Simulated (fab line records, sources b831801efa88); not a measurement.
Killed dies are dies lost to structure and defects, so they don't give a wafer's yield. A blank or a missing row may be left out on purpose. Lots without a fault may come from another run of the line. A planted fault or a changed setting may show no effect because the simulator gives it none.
A struck lot beside a sound one | flow sky130 | 28 steps out of a route of 708
Sound: wafers L101.1, L101.3, L101.5. Struck: wafer L987.6. (L987.1, L987.4 of the same lot were not struck and are left out.) The cause comes at the end.
At each step with rows: each side's tool, then ch and its chambers, then its first start. Under that, the readings that differ: sound wafers | struck wafers | difference of the means | sigmas: that difference in standard deviations of wafers without a fault.
alike: readings whose means differ by less than 2 such deviations, and words and numbers that are the same on both sides. not compared: withheld readings, readings that some wafer has no value for, bounds like >300 that may hide the same value, and numbers for which the record gives no deviation and whose values overlap.
The two part at a step that has a row with sigmas, a row that says differs or no value, or rows on one side only. Numbers that don't overlap but have no deviation are shown without sigmas and don't part them. A reading that every wafer of one side lacks parts them only if that side has two wafers or more.

first, 6 steps without rows for these wafers: SKY_SD_N_IMPLANT_09; SKY_SD_N_IMPLANT_10; SKY_SD_N_STRIP_11 (strips in O2/N2); SKY_SD_N_CLEAN_13 (cleans in SC1/SC2, time 150 s); SKY_SD_N_RTA_14 (time 2 s); SKY_SALICIDE_CLEAN_00 (cleans in HF-last, time 30 s).
SKY_LI_CONTACT_HDPCVD_00: deposits PSG, target thk 930 nm, time 155 s.
  sound on hdpcvd-02 ch 0,2, day 34 18:08; struck on hdpcvd-01 ch 1, day 30 18:02
  reading                                       | sound             | struck | difference | sigmas
  model.PSG_of_LI_CONTACT_HDPCVD_00.thk_nm (nm) | 945.1 933.1 927.5 | 377.9  | -557.3     |
SKY_LI_CONTACT_THK_MEAS_01:
  sound on film_metro-03, day 34 18:14; struck on film_metro-01, day 30 18:08
  reading                    | sound       | struck | difference | sigmas
  LI_CONTACT_HDPCVD_THK (nm) | 945 933 927 | 378    | -557       | -68
SKY_LI_CONTACT_CMP_02: polishes PSG.
  sound on cmp-02 ch 0,2,3, day 34 18:17; struck on cmp-01 ch 3, day 30 18:18
  reading                | sound    | struck | difference | sigmas
  time_to_endpoint_s (s) | 31 37 35 | 1      | -33        | -10
  alike: motor_current_A, retaining_ring_pressure_frac, slurry_filter_dp_kPa, slurry_flow_ml_min
then, 9 steps without rows for these wafers: SKY_LI_CONTACT_DEHYDRATE_04 (time 60 s); SKY_LI_CONTACT_HMDS_05 (prime time 60 s); SKY_LI_CONTACT_COAT_06 (resist thk 60 nm); SKY_LI_CONTACT_COAT_07 (resist thk 450 nm); SKY_LI_CONTACT_SOFTBAKE_08 (time 90 s); SKY_LI_CONTACT_EXPOSE_09 (exposes mask LICM1, target cd 170 nm); SKY_LI_CONTACT_PEB_10; SKY_LI_CONTACT_DEVELOP_11 (develop time 60 s); SKY_LI_CONTACT_ETCH_14 (etches BARC in N2/H2, stops on SiO2, time 45.9 s, target depth 60 nm).
SKY_LI_CONTACT_ETCH_15: etches PSG in C4F8/O2/Ar, stops on Si, target depth 600 nm.
  sound on rie_diel-02 ch 0,1, day 35 20:40; struck on rie_diel-03 ch 1, day 31 22:09
  reading                                | sound             | struck | difference | sigmas
  oes_product_au (a.u.)                  | 0.836 0.842 0.833 | 0.662  | -0.175     | -37
  model.LI_CONTACT.feature_depth_nm (nm) | 596.8 598.4 597.7 | 377.9  | -219.7     |
  model.etch.depth_nm (nm)               | 596.8 598.4 597.7 | 377.9  | -219.7     |
then, 6 steps without rows for these wafers: SKY_LI_CONTACT_STRIP_16 (strips in O2/N2); SKY_LI_CONTACT_CLEAN_17 (cleans in NMP, time 600 s); SKY_LI_CONTACT_PRE_CLEAN_18 (time 5.6 s); SKY_LI_CONTACT_SPUTTER_19 (material Ti, target thk 20 nm, time 106.37 s); SKY_LI_CONTACT_SPUTTER_20 (material TiN, target thk 20 nm, time 80 s); SKY_LI_CONTACT_CVD_21 (deposits W, target thk 400 nm, time 120.56 s).
SKY_LI_CONTACT_CMP_24: polishes, stops on PSG, t overpolish 20 s, target thk 0 nm.
  sound on cmp-02 ch 1,2, day 35 21:42; struck on cmp-01 ch 2, day 31 23:03
  reading                                       | sound             | struck | difference | sigmas
  model.PSG_of_LI_CONTACT_HDPCVD_00.thk_nm (nm) | 587.3 588.9 588.2 | 368.4  | -219.7     |
  alike: motor_current_A, overpolish_run_s, retaining_ring_pressure_frac, slurry_filter_dp_kPa, slurry_flow_ml_min, time_to_endpoint_s
then, 1 step without rows for these wafers: SKY_LOCAL_INTERCONNECT_SPUTTER_00 (material TiN, target thk 100 nm, time 83.3 s).
-- the record jumps here: 16 days lie between the struck wafers' starts before and after (it left off in module LOCAL_INTERCONNECT and takes up again in module PAD_OPEN, whose first step shown is number 708 of the route) --
SKY_PAD_OPEN_PROBE_99:
  sound on prober-01, day 50 12:27; struck on prober-02, day 47 17:44
  reading                                 | sound             | struck | difference | sigmas
  killed_open                             | 53 48 40          | 30     | -17        | -2
  model.etest.cap_li_to_poly.c_af_um2     | 101.4 100.9 95.39 | 269.1  | +169.9     |
  model.etest.licon_pdiff.rc_ohm          | 594.2 598.7 609.4 | 516.5  | -84.3      |
  model.etest.nfet_g5v0d10v5.r_on_ohm_um  | 1942 1903 1907    | 1869   | -48        |
  model.etest.licon_high_po.rc_ohm        | 355.7 370.6 358.3 | 306.2  | -55.3      |
  model.etest.nfet_01v8.r_on_ohm_um       | 882.7 844.1 844.5 | 805.3  | -51.8      |
  model.etest.licon_ndiff.rc_ohm          | 186.7 189.2 186.1 | 150.5  | -36.8      |
  model.etest.sonos_uncharged.r_on_ohm_um | 819.3 825.8 792.1 | 789.9  | -22.5      |
  model.etest.licon_poly.rc_ohm           | 152.7 153.6 151.6 | 129.3  | -23.3      |
  alike: killed_at_M0_to_M3, killed_at_M4_up, killed_at_contacts, killed_at_front_end, killed_at_other, killed_dies, killed_short

WHERE THEY PART
First at SKY_LI_CONTACT_THK_MEAS_01; last, within this record, at SKY_PAD_OPEN_PROBE_99.

WHY: what the simulator had put in
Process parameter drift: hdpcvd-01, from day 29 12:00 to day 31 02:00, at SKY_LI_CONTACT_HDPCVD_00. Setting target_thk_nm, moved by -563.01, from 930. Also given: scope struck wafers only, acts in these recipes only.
